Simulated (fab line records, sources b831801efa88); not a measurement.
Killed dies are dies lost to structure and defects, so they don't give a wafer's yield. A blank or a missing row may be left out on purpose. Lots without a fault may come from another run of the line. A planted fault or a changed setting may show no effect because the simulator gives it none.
fab line records | flow sky130
record lots=5 wafers=15 last_day=50
route steps=708 shown VIA2@527 METAL3@532 CAPM@537 PAD_OPEN@708
lots that met no fault: from a run of the same line without faults
start_h: hours from the record's first day to the start of the lot's first wafer shown | wait_h: hours since the lot's step before | " the same as in the row above | L1.1+2: a row that stands for several wafers | - no value, or no start given | * or withheld: withheld | < > ~ a bound
route shown NAME@n: a module of which the file shows steps, and the number in the route of the first | usual: mean/standard deviation of fault-free wafers | same: alike in all rows | chamber/n: place in a boat | sites: the reading at each site | _std_site: their standard deviation | _edge_site: outer sites' mean less inner sites' | radius_mm: how far each site lies from the wafer's centre | mask NAME#n: copy n | behind: the tool/chamber that last shaped the wafer | hold: why the lot was held/for how many hours/how that ended | device: the transistor (n, p or np) that didn't switch | end of line: the same wafers' tests at the end of the route | a step without rows: its recipe alone | killed: dies lost to structure and defects at the first sort, not the wafer's yield | map: a wafer's dies, x killed, . not, _ none there
set.NAME: the setting as run; set.NAME@STEP: as run at that earlier step | model.NAME: the simulator's own value behind a step, which no gauge read
lots at some steps of the route; a table a step, a row a wafer
services: from which hour (start_h, from the record's first day; less than 0 if before it) a tool's chamber was out of use, for how many hours, and why
## steps
# step SKY_VIA2_SPUTTER_20
# recipe material=TiN target_thk_nm=20 chamber_pressure_pa=4.881 power_w=4000 time_s=80
# step SKY_VIA2_CVD_21
# recipe material=W target_thk_nm=420 time_s=126.4 temp_c=400 pressure_torr=40
# step SKY_VIA2_RS_MEAS_22
# recipe thk_meas_gauge=four-point-probe reads=W_of_VIA2_CVD_21+TiN_of_VIA2_SPUTTER_20
# usual VIA2_W_RS=0.274/0.0035
# columns lot.wafer tool chamber start_h wait_h VIA2_W_RS[ohm/sq]
L669.1 film_metro-01 - 895.00 0.1 0.277
L669.2 " - " " 0.271
L669.6 " - " " 0.276
L677.1 film_metro-02 - 950.13 0.1 0.273
L677.2 " - " " 0.272
L677.3 " - " " 0.269
L678.2 film_metro-02 - 969.20 0.1 0.277
L678.4 " - " " 0.273
L678.5 " - " " 0.271
L685.1 film_metro-03 - 1004.99 0.1 0.269
L685.4 " - " " 0.273
L685.6 " - " " 0.273
L686.2 film_metro-01 - 1009.54 0.1 0.274
L686.4 " - " " 0.272
L686.6 " - " " 0.275
# step SKY_VIA2_THK_MEAS_23
# recipe thk_meas_gauge=xrf reads=W_of_VIA2_CVD_21
# usual VIA2_W_THK=429/7.1
# columns lot.wafer tool chamber start_h wait_h VIA2_W_THK[nm]
L669.1 film_metro-01 - 895.12 0.1 426
L669.2 " - " " 435
L669.6 " - " " 427
L677.1 film_metro-02 - 950.25 0.1 431
L677.2 " - " " 434
L677.3 " - " " 438
L678.2 film_metro-02 - 969.31 0.1 430
L678.4 " - " " 433
L678.5 " - " " 439
L685.1 film_metro-03 - 1005.11 0.1 441
L685.4 " - " " 431
L685.6 " - " " 430
L686.2 film_metro-01 - 1009.65 0.1 425
L686.4 " - " " 433
L686.6 " - " " 427
# step SKY_VIA2_CMP_24
# recipe stop_on=SiO2 t_overpolish_s=20 down_force_psi=3.5 platen_rpm=60 target_thk_nm=0 pad_velocity_m_s=0.94248
# usual motor_current_A=11.5/1.2 overpolish_run_s=20.000/0.009 time_to_endpoint_s=101/5.1
# columns lot.wafer tool chamber start_h wait_h motor_current_A overpolish_run_s time_to_endpoint_s
L669.1 cmp-01 2 895.43 0.3 9.9 19.999 104
L669.2 " 1 " " 13.7 20.003 100
L669.6 " 2 " " 10.8 19.998 102
L677.1 cmp-02 0 950.36 0.1 11.2 19.992 109
L677.2 " 1 " " 12.2 19.998 108
L677.3 " 2 " " 10.4 19.993 107
L678.2 cmp-01 1 969.46 0.1 13.4 19.995 95
L678.4 " 2 " " 10.5 20.008 102
L678.5 " 3 " " 10.0 19.995 96
L685.1 cmp-02 1 1005.22 0.1 12.3 20.013 104
L685.4 " 2 " " 10.5 20.001 98
L685.6 " 0 " " 12.2 19.992 106
L686.2 cmp-01 2 1009.70 0.0 10.4 19.998 102
L686.4 " 3 " " 10.5 20.016 94
L686.6 " 3 " " 10.4 20.011 95
# step SKY_METAL3_SPUTTER_00
# recipe material=Ti target_thk_nm=15 power_w=3000 time_s=10 chamber_pressure_pa=0.4
# usual cathode_dc_power_W=3000.0/0.57 throttle_valve_pct=30.2/1.1
# same time_s=10
# columns lot.wafer tool chamber start_h wait_h cathode_dc_power_W throttle_valve_pct
L669.1 pvd_sputter-03 - 895.73 0.2 3000.6 30.4
L669.2 " - " " 2999.4 31.8
L669.6 " - " " 3000.4 29.4
L677.1 pvd_sputter-04 - 950.61 0.2 3000.2 29.7
L677.2 " - " " 3000.1 30.7
L677.3 " - " " 2999.3 30.0
L678.2 pvd_sputter-04 - 969.66 0.1 3000.2 31.1
L678.4 " - " " 3000.5 31.6
L678.5 " - " " 3000.1 31.6
L685.1 pvd_sputter-03 - 1005.47 0.2 3001.2 29.9
L685.4 " - " " 3000.7 28.7
L685.6 " - " " 2999.1 28.8
L686.2 pvd_sputter-04 - 1010.00 0.2 3000.3 31.7
L686.4 " - " " 2999.1 30.8
L686.6 " - " " 3000.0 29.9
# step SKY_METAL3_SPUTTER_01
# recipe material=TiN target_thk_nm=20 power_w=6500 time_s=16.7 chamber_pressure_pa=0.4
# usual cathode_dc_power_W=6500.1/1.2 throttle_valve_pct=30.2/1
# same time_s=16.7
# columns lot.wafer tool chamber start_h wait_h cathode_dc_power_W throttle_valve_pct
L669.1 pvd_sputter-03 - 895.76 0.0 6499.8 30.4
L669.2 " - " " 6499.5 31.8
L669.6 " - " " 6499.6 29.7
L677.1 pvd_sputter-04 - 950.63 0.0 6501.3 29.6
L677.2 " - " " 6501.0 30.5
L677.3 " - " " 6500.4 29.8
L678.2 pvd_sputter-04 - 969.68 0.0 6500.7 30.9
L678.4 " - " " 6501.0 31.6
L678.5 " - " " 6500.6 31.5
L685.1 pvd_sputter-03 - 1005.49 0.0 6498.8 29.7
L685.4 " - " " 6501.8 28.7
L685.6 " - " " 6500.7 28.8
L686.2 pvd_sputter-04 - 1010.02 0.0 6500.4 31.6
L686.4 " - " " 6498.9 30.7
L686.6 " - " " 6500.6 29.9
# step SKY_METAL3_SPUTTER_02
# recipe material=AlCu target_thk_nm=735 power_w=10600 time_s=39.1 chamber_pressure_pa=0.4
# step SKY_METAL3_SPUTTER_03
# recipe material=Ti target_thk_nm=5 power_w=3000 time_s=3.3 chamber_pressure_pa=0.4
# step SKY_METAL3_SPUTTER_04
# recipe material=TiN target_thk_nm=70 power_w=6500 time_s=58.3 chamber_pressure_pa=0.4
# step SKY_CAPM_CVD_00
# recipe material=SiO2 target_thk_nm=15.5 temp_c=400 time_s=withheld rf_w=450
# step SKY_CAPM_THK_MEAS_01
# recipe reads=SiO2_of_CAPM_CVD_00
# usual CAPM_CVD_00_THK=15.51/0.23
# columns lot.wafer tool chamber start_h wait_h CAPM_CVD_00_THK[nm]
L669.1 film_metro-01 - 895.91 - 15.31
L669.2 " - " " 15.26
L669.6 " - " " 15.82
L677.1 film_metro-01 - 950.78 - 15.38
L677.2 " - " " 15.40
L677.3 " - " " 14.96
L678.2 film_metro-04 - 969.84 - 15.57
L678.4 " - " " 15.84
L678.5 " - " " 15.45
L685.1 film_metro-04 - 1005.66 - 15.34
L685.4 " - " " 15.80
L685.6 " - " " 15.63
L686.2 film_metro-01 - 1010.18 - 15.40
L686.4 " - " " 15.57
L686.6 " - " " 15.81
# step SKY_CAPM_SPUTTER_02
# recipe material=TiN target_thk_nm=200 temp_c=300 power_w=6500 time_s=166.7 chamber_pressure_pa=0.4
# usual cathode_dc_power_W=6499.9/1.2 throttle_valve_pct=30.2/0.87
# columns lot.wafer tool chamber start_h wait_h cathode_dc_power_W throttle_valve_pct model.TiN_of_CAPM_SPUTTER_02.thk_nm
L669.1 pvd_sputter-02 - 895.97 0.1 6500.5 30.2 201.6
L669.2 " - " " 6501.5 29.6 201.1
L669.6 " - " " 6502.0 29.2 202.1
L677.1 pvd_sputter-02 - 950.84 0.1 6500.7 31.1 207.5
L677.2 " - " " 6501.1 29.6 201
L677.3 " - " " 6499.3 30.1 202.9
L678.2 pvd_sputter-03 - 969.89 0.0 6499.8 28.6 200.1
L678.4 " - " " 6500.6 29.7 202.5
L678.5 " - " " 6500.9 30.1 199.9
L685.1 pvd_sputter-04 - 1005.72 0.1 6499.8 31.5 202.3
L685.4 " - " " 6499.4 29.9 202.7
L685.6 " - " " 6499.2 31.7 202.5
L686.2 pvd_sputter-03 - 1010.23 0.0 6500.8 29.6 202
L686.4 " - " " 6500.8 30.4 199
L686.6 " - " " 6499.5 31.8 200.5
# step SKY_CAPM_RS_MEAS_03
# recipe thk_meas_gauge=four-point-probe reads=TiN_of_CAPM_SPUTTER_02
# usual CAPM_TIN_RS=6.88/0.078
# columns lot.wafer tool chamber start_h wait_h CAPM_TIN_RS[ohm/sq]
L669.1 film_metro-04 - 896.08 0.1 6.84
L669.2 " - " " 6.84
L669.6 " - " " 6.83
L677.1 film_metro-04 - 950.95 0.1 6.65
L677.2 " - " " 6.88
L677.3 " - " " 6.80
L678.2 film_metro-02 - 970.02 0.1 6.90
L678.4 " - " " 6.80
L678.5 " - " " 6.91
L685.1 film_metro-01 - 1005.83 0.1 6.84
L685.4 " - " " 6.82
L685.6 " - " " 6.82
L686.2 film_metro-02 - 1010.36 0.1 6.84
L686.4 " - " " 6.96
L686.6 " - " " 6.89
# step SKY_CAPM_THK_MEAS_04
# recipe thk_meas_gauge=xrf reads=TiN_of_CAPM_SPUTTER_02
# usual CAPM_TIN_THK=201.1/2.3
# columns lot.wafer tool chamber start_h wait_h CAPM_TIN_THK[nm]
L669.1 film_metro-04 - 896.20 0.1 204.8
L669.2 " - " " 203.7
L669.6 " - " " 204.9
L677.1 film_metro-04 - 951.07 0.1 210.0
L677.2 " - " " 203.4
L677.3 " - " " 205.2
L678.2 film_metro-02 - 970.13 0.1 200.7
L678.4 " - " " 203.9
L678.5 " - " " 201.7
L685.1 film_metro-01 - 1005.95 0.1 201.9
L685.4 " - " " 202.4
L685.6 " - " " 201.7
L686.2 film_metro-02 - 1010.47 0.1 202.7
L686.4 " - " " 199.6
L686.6 " - " " 201.0
# step SKY_CAPM_DEHYDRATE_05
# recipe temp_c=200 time_s=60
# step SKY_CAPM_HMDS_06
# recipe prime_time_s=60 prime_temp_c=120
# step SKY_CAPM_COAT_07
# recipe resist=NOVOLAK spin_rpm=3000 resist_thk_nm=1140
# step SKY_CAPM_SOFTBAKE_08
# recipe temp_c=90 time_s=60 resist=NOVOLAK
# step SKY_CAPM_EXPOSE_09
# recipe mask_id=CAPM na=0.6 source_shape=conventional sigma_outer=0.6 polarization=unpolarized target_cd_nm=1000 dose_mj=159
# step SKY_CAPM_PEB_10
# recipe temp_c=withheld time_s=* resist=NOVOLAK
# step SKY_CAPM_DEVELOP_11
# recipe resist=NOVOLAK developer=TMAH develop_time_s=60 dev_temp_c=23
# step SKY_CAPM_OVL_MEAS_12
# usual CAPM_OVL=0.9/1.3
# columns lot.wafer tool chamber start_h wait_h CAPM_OVL[nm]
L669.1 overlay-01 - 921.95 0.1 0.9
L669.2 " - " " 1.0
L669.6 " - " " 0.5
L677.1 overlay-02 - 975.73 0.1 1.5
L677.2 " - " " 2.5
L677.3 " - " " 3.4
L678.2 overlay-01 - 994.54 0.1 1.2
L678.4 " - " " 1.4
L678.5 " - " " 0.6
L685.1 overlay-01 - 1029.58 0.1 1.9
L685.4 " - " " 1.6
L685.6 " - " " 2.7
L686.2 overlay-01 - 1032.79 0.1 1.7
L686.4 " - " " 0.5
L686.6 " - " " 1.7
# step SKY_CAPM_METAL_ETCH_13
# recipe target_depth_nm=220 stop_on=SiO2 chemistry=Cl2/BCl3 target=TiN pressure_mtorr=10 icp_w=900 bias_w=48.5 Cl2_flow_sccm=60 bcl3_flow_sccm=30 time_s=62.9
# usual drypump_motor_current_A=5.6/0.44 oes_product_au=0.943/0.0085 throttle_valve_pct=21.899/0.011
# same time_s=62.9
# columns lot.wafer tool chamber start_h wait_h drypump_motor_current_A oes_product_au rf_hours_counter_h throttle_valve_pct model.CAPM.feature_depth_nm model.etch.depth_nm
L669.1 rie_metal-02 1 921.99 0.0 6.3 0.948 10 21.898 201.6 201.6
L669.2 " 0 " " 6.1 0.947 21 21.893 201.1 201.1
L669.6 " 0 " " 6.1 0.951 - 21.913 202.1 202.1
L677.1 rie_metal-01 1 975.77 0.0 5.3 0.972 18 21.883 207.5 207.5
L677.2 " 0 " " 5.9 0.949 5 21.900 201 201
L677.3 " 0 " " 5.9 0.951 - 21.898 202.9 202.9
L678.2 rie_metal-03 0 994.57 0.0 5.1 0.943 14 21.909 200.1 200.1
L678.4 " 1 " " 5.1 0.946 - 21.879 202.5 202.5
L678.5 " 0 " " 5.1 0.951 - 21.913 199.9 199.9
L685.1 rie_metal-01 0 1029.62 0.0 5.9 0.944 8 21.896 202.3 202.3
L685.4 " 0 " " 5.9 0.952 - 21.896 202.7 202.7
L685.6 " 0 " " 5.9 0.947 - 21.885 202.5 202.5
L686.2 rie_metal-03 0 1032.82 0.0 5.2 0.942 16 21.890 202 202
L686.4 " 0 " " 5.1 0.936 - 21.886 199 199
L686.6 " 1 " " 5.1 0.943 - 21.920 200.5 200.5
# step SKY_CAPM_STRIP_14
# recipe chemistry=O2/N2 power_w=1400 pressure_mtorr=1500 platen_temp_c=withheld o2_flow_sccm=3000 n2_flow_sccm=300 overash_fraction=0.5
# usual drypump_motor_current_A=5.89/0.3 n2_flow_sccm=300.0/0.84 oes_product_au=0.710/0.0047 strip_time_to_endpoint_s=12.65/0.047
# columns lot.wafer tool chamber start_h wait_h drypump_motor_current_A n2_flow_sccm oes_product_au rf_hours_counter_h strip_time_to_endpoint_s
L669.1 plasma_asher-04 0 922.07 0.1 6.26 299.8 0.708 48 12.51
L669.2 " 1 " " 5.71 299.3 0.704 48 12.56
L669.6 " 1 " " 5.70 300.1 0.708 - 12.51
L677.1 plasma_asher-04 1 975.84 0.1 5.67 300.1 0.716 54 12.60
L677.2 " 0 " " 6.20 299.9 0.714 54 12.63
L677.3 " 1 " " 5.67 299.9 0.714 - 12.56
L678.2 plasma_asher-04 1 994.64 0.1 5.64 299.2 0.704 56 12.62
L678.4 " 1 " " 5.65 300.4 0.703 - 12.67
L678.5 " 0 " " 6.23 298.7 0.705 - 12.59
L685.1 plasma_asher-03 0 1029.69 0.1 5.67 300.2 0.711 122 12.69
L685.4 " 1 " " 5.59 299.4 0.713 - 12.63
L685.6 " 0 " " 5.66 300.4 0.710 - 12.63
L686.2 plasma_asher-03 1 1032.89 0.1 5.64 299.8 0.718 123 12.72
L686.4 " 1 " " 5.61 299.3 0.705 - 12.74
L686.6 " 0 " " 5.64 299.7 0.707 - 12.73
# step SKY_CAPM_STRIP_15
# recipe chemistry=post_etch_residue_remover time_s=1200 temp_c=72.5
# step SKY_CAPM_CLEAN_16
# recipe chemistry=IPA time_s=180 temp_c=25
# step SKY_CAPM_CLEAN_17
# recipe chemistry=O3/DIW dry=n2_spin
# step SKY_METAL3_DEHYDRATE_05
# recipe temp_c=200 time_s=60
# step SKY_METAL3_HMDS_06
# recipe prime_time_s=60 prime_temp_c=120
# step SKY_METAL3_COAT_07
# recipe resist=BARC temp_c=withheld time_s=withheld spin_rpm=3000 resist_thk_nm=60
# step SKY_METAL3_COAT_08
# recipe resist=KrF-thick spin_rpm=3000 resist_thk_nm=1140
# step SKY_METAL3_SOFTBAKE_09
# recipe temp_c=100 time_s=90 resist=KrF-thick
# step SKY_METAL3_EXPOSE_10
# recipe mask_id=MM3 na=0.68 source_shape=annular sigma_inner=0.4 sigma_outer=0.8 target_cd_nm=300 dose_mj=28
# step SKY_METAL3_PEB_11
# recipe peb_temp_c=withheld peb_time_s=withheld resist=KrF-thick
# step SKY_METAL3_DEVELOP_12
# recipe develop_time_s=60 resist=KrF-thick dev_temp_c=21.42
# step SKY_METAL3_CD_MEAS_13
# recipe target_cd_nm=300
# usual cd_nm=300.2/1.1
# columns lot.wafer tool chamber start_h wait_h cd_nm
L669.1 cd_sem-02 - 947.65 - 299.0
L669.2 " - " " 299.3
L669.6 " - " " 299.4
L677.1 cd_sem-02 - 1000.70 - 301.1
L677.2 " - " " 299.8
L677.3 " - " " 301.7
L678.2 cd_sem-01 - 1019.20 - 300.4
L678.4 " - " " 300.5
L678.5 " - " " 300.3
L685.1 cd_sem-02 - 1053.43 - 299.8
L685.4 " - " " 299.5
L685.6 " - " " 300.6
L686.2 cd_sem-01 - 1056.43 - 301.5
L686.4 " - " " 301.0
L686.6 " - " " 300.5
# step SKY_METAL3_OVL_MEAS_14
# usual METAL3_OVL=-2/5
# columns lot.wafer tool chamber start_h wait_h METAL3_OVL[nm]
L669.1 overlay-02 - 947.77 0.1 3
L669.2 " - " " -2
L669.6 " - " " -8
L677.1 overlay-01 - 1000.82 0.1 -9
L677.2 " - " " -4
L677.3 " - " " -9
L678.2 overlay-02 - 1019.31 0.1 0
L678.4 " - " " -6
L678.5 " - " " 1
L685.1 overlay-01 - 1053.55 0.1 2
L685.4 " - " " 1
L685.6 " - " " 2
L686.2 overlay-01 - 1056.53 0.1 0
L686.4 " - " " -10
L686.6 " - " " -9
# step SKY_METAL3_DESCUM_15
# recipe chemistry=O2 source_power_w=150 bias_power_w=0 pressure_mtorr=10 temp_c=40 time_s=8
# step SKY_METAL3_ETCH_16
# recipe chemistry=N2/H2 target=BARC ion_energy_ev=200 bias_w=100 pressure_mtorr=30 n2_flow_sccm=100 h2_flow_sccm=200 icp_w=500 stop_on=SiO2 time_s=88.2 target_depth_a=600
# usual drypump_motor_current_A=5.9/0.34 n2_flow_sccm=100.0/0.34 oes_product_au=0.626/0.0047 throttle_valve_pct=13.204/0.01
# same time_s=88.2
# columns lot.wafer tool chamber start_h wait_h drypump_motor_current_A n2_flow_sccm oes_product_au rf_hours_counter_h throttle_valve_pct
L669.1 rie_metal-01 1 947.84 0.0 5.4 100.0 0.627 17 13.196
L669.2 " 0 " " 5.9 99.5 0.625 4 13.199
L669.6 " 0 " " 5.9 99.5 0.617 - 13.208
L677.1 rie_metal-04 1 1000.89 0.0 5.6 99.6 0.630 12 13.199
L677.2 " 0 " " 6.3 100.2 0.633 17 13.206
L677.3 " 0 " " 6.3 100.5 0.623 - 13.198
L678.2 rie_metal-01 1 1019.37 0.0 5.4 100.0 0.624 19 13.203
L678.4 " 1 " " 5.4 99.4 0.624 - 13.192
L678.5 " 0 " " 5.9 100.1 0.624 - 13.200
L685.1 rie_metal-02 1 1053.62 0.0 6.2 99.9 0.624 17 13.204
L685.4 " 1 " " 6.2 99.4 0.626 - 13.216
L685.6 " 1 " " 6.2 100.4 0.626 - 13.215
L686.2 rie_metal-02 0 1056.59 0.0 6.1 100.6 0.622 5 13.218
L686.4 " 1 " " 6.3 99.9 0.626 - 13.212
L686.6 " 1 " " 6.3 99.9 0.616 - 13.231
# step SKY_METAL3_ETCH_17
# recipe target=SiO2 stop_on=TiN chemistry=C4F8/O2/Ar source_w=1500 bias_w=1200 pressure_mtorr=40 c4f8_flow_sccm=withheld O2_flow_sccm=6 Ar_flow_sccm=300 time_s=3.9 target_depth_a=150
# step SKY_METAL3_METAL_ETCH_18
# recipe target_depth_a=8450 stop_on=SiO2 over_etch_frac=0.3 time_s=183.1 chemistry=Cl2/BCl3 resist_sidewall_deg=88 pressure_mtorr=10 icp_w=900 bias_w=48.5 Cl2_flow_sccm=60 bcl3_flow_sccm=30
# step SKY_METAL3_STRIP_20
# recipe chemistry=post_etch_residue_remover time_s=1200 temp_c=72.5
# usual temp_c=72.51/0.13
# same time_s=1200
# columns lot.wafer tool chamber start_h wait_h temp_c model.TiN_of_CAPM_SPUTTER_02.thk_nm
L669.1 wet_bench-03 0 948.23 0.1 72.50 200.7
L669.2 " 0 " " 72.61 200.3
L669.6 " 0 " " 72.70 201.3
L677.1 wet_bench-03 0 1001.29 0.1 72.30 206.7
L677.2 " 0 " " 72.22 200.2
L677.3 " 0 " " 72.22 202
L678.2 wet_bench-04 1 1019.76 0.1 72.37 199.3
L678.4 " 1 " " 72.75 201.7
L678.5 " 1 " " 72.75 199.1
L685.1 wet_bench-04 0 1054.07 0.1 72.49 201.5
L685.4 " 0 " " 72.58 201.8
L685.6 " 0 " " 72.43 201.7
L686.2 wet_bench-03 1 1056.99 0.1 72.57 201.1
L686.4 " 1 " " 72.86 198.1
L686.6 " 1 " " 72.80 199.6
# step SKY_PAD_OPEN_PROBE_99
# usual defect_limited_yield=82.5/2.2 killed_at_M0_to_M3=43/7.5 killed_at_M4_up=3.2/1.9 killed_at_contacts=24/5.6 killed_at_front_end=15/4.8 killed_at_other=0.2/0.54 killed_dies=86/11 killed_open=47/7.6 killed_short=39/7.1 sort_bin_3_pad_short=0.8/0.36 sort_bin_5_function=10.4/1.6 sort_bin_6_memory=6.3/1.3 sort_n_pass=406/11 sort_yield_pct=82.5/2.2
# same gross_dies=492 killed_at_back_side=0 sort_bin_4_leakage[%]=0 sort_bin_8_speed[%]=0
# columns lot.wafer tool chamber start_h wait_h defect_limited_yield[%] killed_at_M0_to_M3 killed_at_M4_up killed_at_contacts killed_at_front_end killed_at_other killed_dies killed_open killed_short sort_bin_3_pad_short[%] sort_bin_5_function[%] sort_bin_6_memory[%] sort_n_pass sort_yield_pct[%] model.etest.cap_mim.plate_ohm_sq
L669.1 prober-02 - 1118.55 0.1 80.9 46 2 33 13 0 94 55 39 0.6 11.2 7.3 398 80.9 5.962
L669.2 prober-02 - 1118.60 0.1 82.7 47 5 19 14 0 85 46 39 0.6 9.3 7.3 407 82.7 5.936
L669.6 prober-02 - 1118.80 0.2 80.9 39 6 31 17 1 94 54 40 1.6 10.4 7.1 398 80.9 5.956
L677.1 prober-01 - 1161.21 0.1 77.4 55 1 31 24 0 111 59 52 0.8 13.4 8.3 381 77.4 5.758
L677.2 prober-01 - 1161.26 0.1 81.1 50 3 21 18 1 93 45 48 0.8 11.6 6.5 399 81.1 6.019
L677.3 prober-01 - 1161.31 0.2 83.1 41 2 23 17 0 83 51 32 1.2 10.4 5.3 409 83.1 5.861
L678.2 prober-01 - 1174.47 0.1 83.7 39 2 31 8 0 80 49 31 1.0 9.1 6.1 412 83.7 5.954
L678.4 prober-01 - 1174.57 0.2 79.7 43 3 34 20 0 100 54 46 0.6 12.6 7.1 392 79.7 5.872
L678.5 prober-01 - 1174.62 0.2 80.7 57 2 25 10 1 95 55 40 1.2 9.8 8.3 397 80.7 6.035
L685.1 prober-01 - 1201.15 0.1 84.6 40 4 18 14 0 76 46 30 0.6 10.4 4.5 416 84.6 5.909
L685.4 prober-01 - 1201.30 0.2 85.6 29 6 19 17 0 71 29 42 1.4 7.1 5.9 421 85.6 5.923
L685.6 prober-01 - 1201.40 0.2 81.9 38 1 24 26 0 89 57 32 0.6 10.0 7.5 403 81.9 5.922
L686.2 prober-02 - 1203.82 0.1 81.5 48 3 17 22 1 91 49 42 1.0 12.2 5.3 401 81.5 5.914
L686.4 prober-02 - 1203.92 0.2 80.9 48 6 25 15 0 94 51 43 0.8 11.0 7.3 398 80.9 5.992
L686.6 prober-02 - 1204.02 0.2 80.7 41 1 33 20 0 95 52 43 1.4 11.0 6.9 397 80.7 6.003
# killed by level:class
L669.1 CONTACT:geometric_particle:open=15 VIA1:geometric_particle:open=10 VIA2:geometric_particle:open=8 LI_CONTACT:geometric_particle:open=7 CONTACT:geometric_particle:short=7 METAL2:geometric_particle:short=6 METAL1:geometric_particle:short=6 FIELD_ISO:geometric_particle:short=4
L669.2 VIA2:geometric_particle:open=10 CONTACT:geometric_particle:open=8 VIA1:geometric_particle:open=8 VIA1:geometric_particle:short=7 FIELD_ISO:geometric_particle:open=5 METAL2:geometric_particle:short=5 METAL3:geometric_particle:short=5 VIA3:geometric_particle:open=4
L669.6 LI_CONTACT:geometric_particle:open=11 VIA1:geometric_particle:open=9 CONTACT:geometric_particle:open=9 VIA3:geometric_particle:open=7 METAL4:geometric_particle:short=6 FIELD_ISO:geometric_particle:open=4 VIA2:geometric_particle:open=4 CONTACT:geometric_particle:short=4
L677.1 VIA1:geometric_particle:open=13 VIA2:geometric_particle:open=9 LI_CONTACT:geometric_particle:open=8 FIELD_ISO:geometric_particle:open=7 POLY_GATE:geometric_particle:short=7 CONTACT:geometric_particle:short=7 CONTACT:geometric_particle:open=7 LI_CONTACT:geometric_particle:short=6
L677.2 VIA1:geometric_particle:open=11 METAL1:geometric_particle:short=9 CONTACT:geometric_particle:open=8 VIA2:geometric_particle:open=8 VIA3:geometric_particle:open=7 FIELD_ISO:geometric_particle:short=6 FIELD_ISO:geometric_particle:open=6 CONTACT:geometric_particle:short=6
L677.3 LI_CONTACT:geometric_particle:open=9 CONTACT:geometric_particle:open=8 VIA1:geometric_particle:open=8 FIELD_ISO:geometric_particle:open=6 METAL1:geometric_particle:short=6 VIA1:geometric_particle:short=5 CONTACT:geometric_particle:short=4 METAL2:geometric_particle:short=4
L678.2 CONTACT:geometric_particle:open=13 VIA1:geometric_particle:open=13 CONTACT:geometric_particle:short=9 LI_CONTACT:geometric_particle:open=6 VIA3:geometric_particle:open=5 VIA2:geometric_particle:open=4 VIA1:geometric_particle:short=4 METAL2:geometric_particle:short=3
L678.4 CONTACT:geometric_particle:open=20 VIA1:geometric_particle:short=10 VIA1:geometric_particle:open=8 METAL2:geometric_particle:short=8 VIA2:geometric_particle:open=7 FIELD_ISO:geometric_particle:open=5 LI_CONTACT:geometric_particle:open=5 FIELD_ISO:geometric_particle:short=4
L678.5 VIA1:geometric_particle:open=12 VIA1:geometric_particle:short=10 VIA3:geometric_particle:open=9 VIA2:geometric_particle:open=8 CONTACT:geometric_particle:open=8 METAL2:geometric_particle:short=7 LI_CONTACT:geometric_particle:open=5 CONTACT:geometric_particle:short=5
L685.1 VIA3:geometric_particle:open=10 CONTACT:geometric_particle:open=8 VIA1:geometric_particle:open=8 FIELD_ISO:geometric_particle:open=6 POLY_GATE:geometric_particle:open=5 VIA1:geometric_particle:short=5 LI_CONTACT:geometric_particle:short=4 METAL1:geometric_particle:short=4
L685.4 METAL1:geometric_particle:short=9 FIELD_ISO:geometric_particle:short=8 LI_CONTACT:geometric_particle:open=6 CONTACT:geometric_particle:open=5 VIA3:geometric_particle:open=5 VIA1:geometric_particle:short=5 CONTACT:geometric_particle:short=4 POLY_GATE:geometric_particle:short=3
L685.6 LI_CONTACT:geometric_particle:open=11 VIA2:geometric_particle:open=9 VIA3:geometric_particle:open=9 FIELD_ISO:geometric_particle:short=8 CONTACT:geometric_particle:open=8 POLY_GATE:geometric_particle:open=6 VIA1:geometric_particle:open=6 FIELD_ISO:geometric_particle:open=5
L686.2 VIA1:geometric_particle:short=9 VIA3:geometric_particle:open=9 VIA1:geometric_particle:open=8 FIELD_ISO:geometric_particle:open=6 LI_CONTACT:geometric_particle:open=5 LOCAL_INTERCONNECT:geometric_particle:short=5 VIA2:geometric_particle:open=5 FIELD_ISO:geometric_particle:short=4
L686.4 VIA1:geometric_particle:open=14 CONTACT:geometric_particle:open=12 VIA3:geometric_particle:open=7 LI_CONTACT:geometric_particle:open=6 METAL4:geometric_particle:short=6 FIELD_ISO:geometric_particle:short=5 VIA2:geometric_particle:open=5 POLY_GATE:geometric_particle:short=4
L686.6 VIA1:geometric_particle:open=12 CONTACT:geometric_particle:open=12 VIA2:geometric_particle:open=9 LI_CONTACT:geometric_particle:open=7 POLY_GATE:geometric_particle:short=7 POLY_GATE:geometric_particle:open=6 LI_CONTACT:geometric_particle:short=6 CONTACT:geometric_particle:short=5
## services
# columns tool chamber start_h hours kind
rie_metal-04 - 888.27 0.5 repair
plasma_asher-03 - 890.21 1.0 repair
pvd_sputter-03 0 897.23 - consumable_replace:kit
pvd_sputter-03 0 897.23 18.0 scheduled_down
pvd_sputter-03 0 897.23 18.0 vent_cycle
pvd_sputter-02 - 900.47 3.7 repair
pvd_sputter-02 - 903.01 5.2 repair
cmp-02 - 912.11 4.0 pm
pvd_sputter-02 - 927.52 1.5 repair
cmp-01 - 928.40 1.4 repair
cmp-02 - 928.72 2.0 repair
cmp-01 - 929.55 0.9 repair
pvd_sputter-03 - 950.54 4.1 repair
cmp-02 - 960.62 4.5 repair
rie_metal-01 1 964.54 10.8 repair
pvd_sputter-02 - 966.98 1.5 repair
pvd_sputter-04 1 996.93 - consumable_replace:kit
pvd_sputter-04 1 996.93 18.0 scheduled_down
pvd_sputter-04 1 996.93 18.0 vent_cycle
cmp-02 - 999.46 1.2 repair
pvd_sputter-04 - 1034.53 5.1 repair
rie_metal-01 - 1051.29 3.2 repair
pvd_sputter-04 - 1053.54 5.3 repair
plasma_asher-03 - 1055.25 9.0 pm
## key
first_sign step=SKY_CAPM_THK_MEAS_04 reading=CAPM_TIN_THK direction=up sigmas=3.8 usual=201.1 struck=210.0
effect none on later readings
model_effect step=SKY_CAPM_SPUTTER_02 value=TiN_of_CAPM_SPUTTER_02.thk_nm without=202.9 struck=207.5
model_effect step=SKY_CAPM_METAL_ETCH_13 value=CAPM.feature_depth_nm without=202.9 struck=207.5
model_effect step=SKY_METAL3_STRIP_20 value=TiN_of_CAPM_SPUTTER_02.thk_nm without=202 struck=206.7
model_effect step=SKY_PAD_OPEN_PROBE_99 value=etest.cap_mim.plate_ohm_sq without=5.891 struck=5.758
met_at SKY_CAPM_SPUTTER_02
struck_wafers L677.1
fault kind=process_parameter_drift tool=pvd_sputter-02 chamber=- onset_h=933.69 steps=SKY_CAPM_SPUTTER_02 channel=time_s offset=* shape=step end_h=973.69 acts_in=* stated=* scope=struck_wafers_only
